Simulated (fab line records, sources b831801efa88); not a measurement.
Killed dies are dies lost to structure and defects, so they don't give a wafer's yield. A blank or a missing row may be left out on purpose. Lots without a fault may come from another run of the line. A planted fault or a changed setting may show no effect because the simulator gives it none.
Which tool did it? | flow sky130 | 10 lots, 30 wafers sampled, at 6 steps of a route of 708

WHAT THE GAUGES READ, wafer by wafer
SKY_CAPM_RS_MEAS_03: measures by four-point-probe.
lot  | measured     | on            | CAPM_TIN_RS (ohm/sq)
L894 | day 36 21:33 | film_metro-02 | 6.59 6.59 6.60
L897 | day 38 13:15 | film_metro-01 | 6.77 6.76 6.75
L900 | day 39 12:13 | film_metro-01 | 6.62 6.63 6.65
L901 | day 39 19:22 | film_metro-04 | 6.67 6.67 6.67
L902 | day 39 19:59 | film_metro-02 | 6.86 6.84 6.90
L906 | day 40 23:03 | film_metro-04 | 6.57 6.63 6.60
L907 | day 41 01:17 | film_metro-04 | 6.69 4.95 4.98
L908 | day 41 06:34 | film_metro-01 | 6.80 6.77 5.00
L910 | day 41 20:34 | film_metro-04 | 4.95 4.98 6.66
L914 | day 43 02:52 | film_metro-02 | 6.70 6.61 6.74

SKY_CAPM_THK_MEAS_04: measures by xrf.
lot  | measured     | on            | CAPM_TIN_THK (nm)
L894 | day 36 21:40 | film_metro-02 | 210.7 210.5 211.6
L897 | day 38 13:22 | film_metro-01 | 205.6 205.8 206.0
L900 | day 39 12:20 | film_metro-01 | 209.9 210.2 208.4
L901 | day 39 19:29 | film_metro-04 | 206.2 206.1 204.6
L902 | day 39 20:05 | film_metro-02 | 202.2 203.5 201.1
L906 | day 40 23:10 | film_metro-04 | 209.5 207.6 209.0
L907 | day 41 01:23 | film_metro-04 | 206.1 276.1 273.4
L908 | day 41 06:41 | film_metro-01 | 203.7 204.4 274.1
L910 | day 41 20:41 | film_metro-04 | 276.6 273.8 206.3
L914 | day 43 02:58 | film_metro-02 | 208.5 210.5 207.7

WHICH TOOL RAN EACH LOT (tool, then ch and the chambers of the sampled wafers, then the start)
lot  | SKY_METAL2_STRIP_20                  | SKY_VIA2_ETCH_15                   | SKY_VIA2_CMP_24               | SKY_CAPM_SPUTTER_02
L894 | plasma_asher-03 ch 1, day 35 15:41   | rie_diel-04 ch 0,1,2, day 36 19:51 | cmp-01 ch 1,2, day 36 20:53   | pvd_sputter-03, day 36 21:26
L897 | plasma_asher-02 ch 0,1, day 37 08:20 | rie_diel-01 ch 0,1, day 38 11:32   | cmp-02 ch 0,1,2, day 38 12:42 | pvd_sputter-03, day 38 13:08
L900 | plasma_asher-03 ch 0,1, day 38 07:47 | rie_diel-04 ch 1,2,3, day 39 10:13 | cmp-01 ch 0,1,2, day 39 11:34 | pvd_sputter-04, day 39 12:07
L901 | plasma_asher-02 ch 0,1, day 38 14:41 | rie_diel-04 ch 0,2, day 39 17:10   | cmp-01 ch 1,3, day 39 18:46   | pvd_sputter-03, day 39 19:16
L902 | plasma_asher-02 ch 1, day 38 16:41   | rie_diel-04 ch 0,1,3, day 39 18:10 | cmp-02 ch 2,3, day 39 19:19   | pvd_sputter-03, day 39 19:51
L906 | plasma_asher-03 ch 0,1, day 39 20:04 | rie_diel-03 ch 1,2,3, day 40 21:21 | cmp-01 ch 0,1,3, day 40 22:25 | pvd_sputter-04, day 40 22:56
L907 | plasma_asher-04 ch 0,1, day 39 22:05 | rie_diel-03 ch 1,2,3, day 40 23:35 | cmp-02 ch 1,3, day 41 00:40   | pvd_sputter-03, day 41 01:09
L908 | plasma_asher-03 ch 0,1, day 40 03:56 | rie_diel-04 ch 0,1,3, day 41 04:53 | cmp-02 ch 1,2,3, day 41 05:58 | pvd_sputter-03, day 41 06:27
L910 | plasma_asher-02 ch 0,1, day 40 17:50 | rie_diel-01 ch 1,2, day 41 18:52   | cmp-01 ch 0,3, day 41 19:58   | pvd_sputter-03, day 41 20:28
L914 | plasma_asher-04 ch 0,1, day 42 00:25 | rie_diel-01 ch 0,1,3, day 43 01:10 | cmp-01 ch 0,1,2, day 43 02:11 | pvd_sputter-02, day 43 02:43
- SKY_METAL2_STRIP_20: strips in O2/N2.
- SKY_VIA2_ETCH_15: etches SiO2 in C4F8/O2/Ar, stops on TiN, target depth 546 nm, time 84 s.
- SKY_VIA2_CMP_24: polishes, stops on SiO2, t overpolish 20 s, target thk 0 nm.
- SKY_CAPM_SPUTTER_02: material TiN, target thk 200 nm, time 166.7 s.

WHAT THE TOOLS THEMSELVES READ (means of the sampled wafers that have a number; where no wafer has one, the mark that the record gives instead)
SKY_METAL2_STRIP_20.
lot  | tool            | drypump_motor_current_A (A) | oes_product_au (a.u.) | strip_time_to_endpoint_s (s)
L894 | plasma_asher-03 | 5.5                         | 0.341                 | 2.65
L897 | plasma_asher-02 | 6.0                         | 0.344                 | 2.69
L900 | plasma_asher-03 | 5.3                         | 0.344                 | 2.75
L901 | plasma_asher-02 | 6.1                         | 0.341                 | 2.68
L902 | plasma_asher-02 | 6.1                         | 0.346                 | 2.70
L906 | plasma_asher-03 | 5.3                         | 0.339                 | 2.65
L907 | plasma_asher-04 | 5.4                         | 0.341                 | 2.74
L908 | plasma_asher-03 | 5.3                         | 0.344                 | 2.77
L910 | plasma_asher-02 | 6.1                         | 0.347                 | 2.69
L914 | plasma_asher-04 | 5.4                         | 0.344                 | 2.74

SKY_VIA2_ETCH_15.
lot  | tool        | oes_product_au (a.u.)
L894 | rie_diel-04 | 0.943
L897 | rie_diel-01 | 0.939
L900 | rie_diel-04 | 0.938
L901 | rie_diel-04 | 0.940
L902 | rie_diel-04 | 0.941
L906 | rie_diel-03 | 0.939
L907 | rie_diel-03 | 0.940
L908 | rie_diel-04 | 0.937
L910 | rie_diel-01 | 0.938
L914 | rie_diel-01 | 0.946

SKY_VIA2_CMP_24.
lot  | tool   | motor_current_A (A) | overpolish_run_s (s) | time_to_endpoint_s (s)
L894 | cmp-01 | 12.2                | 19.998               | 99
L897 | cmp-02 | 11.6                | 19.993               | 104
L900 | cmp-01 | 11.3                | 19.997               | 104
L901 | cmp-01 | 10.4                | 20.004               | 102
L902 | cmp-02 | 11.4                | 19.992               | 98
L906 | cmp-01 | 10.6                | 19.992               | 110
L907 | cmp-02 | 11.0                | 20.002               | 98
L908 | cmp-02 | 11.3                | 19.992               | 96
L910 | cmp-01 | 10.8                | 20.009               | 105
L914 | cmp-01 | 11.8                | 19.998               | 106

SKY_CAPM_SPUTTER_02.
lot  | tool           | throttle_valve_pct (%)
L894 | pvd_sputter-03 | 29.3
L897 | pvd_sputter-03 | 29.8
L900 | pvd_sputter-04 | 28.8
L901 | pvd_sputter-03 | 29.8
L902 | pvd_sputter-03 | 30.2
L906 | pvd_sputter-04 | 29.3
L907 | pvd_sputter-03 | 31.1
L908 | pvd_sputter-03 | 30.0
L910 | pvd_sputter-03 | 30.5
L914 | pvd_sputter-02 | 30.0

THE ANSWER, worked out from the rows above alone
Rule: what is usual is taken from the lots themselves. Put in order of their means at a reading, lots are off if they are a third of the lots or fewer, leave a main group of 4 or more, and stand apart from it by a gap of 3 or more times the standard deviation of the main group's means; of several such gaps the widest counts. A main group whose means are all the same, to the digits that the tables above print for the reading, isn't used. A lot without any number at a reading at which 4 lots or more have one is off too. The other lots that the step has rows for count as sound. The gauges are gone through in route order, then the tools' own readings, and for those a lot's mean is taken as printed above. The first step at which some lot is off is used, and at that step the reading that is off furthest; a lot without a number counts as furthest.
Off: L907, L908, L910, at SKY_CAPM_RS_MEAS_03 (CAPM_TIN_RS). The main group: mean 6.69 ohm/sq, standard deviation 0.09.
A tool fits if, at a process step before that reading, it ran every lot that is off, and no sound lot after the first of them. The gauges at SKY_CAPM_RS_MEAS_03 are tried like those tools. One fits: pvd_sputter-03 at SKY_CAPM_SPUTTER_02. Its last sound lot is L902 (day 39 19:51), its first lot that is off L907 (day 41 01:09): a fault that began between those two fits.

WHAT THE SIMULATOR HAD PUT IN
Process parameter drift: pvd_sputter-03, from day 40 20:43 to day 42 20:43, at SKY_CAPM_SPUTTER_02. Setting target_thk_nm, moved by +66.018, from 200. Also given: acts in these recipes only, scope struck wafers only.
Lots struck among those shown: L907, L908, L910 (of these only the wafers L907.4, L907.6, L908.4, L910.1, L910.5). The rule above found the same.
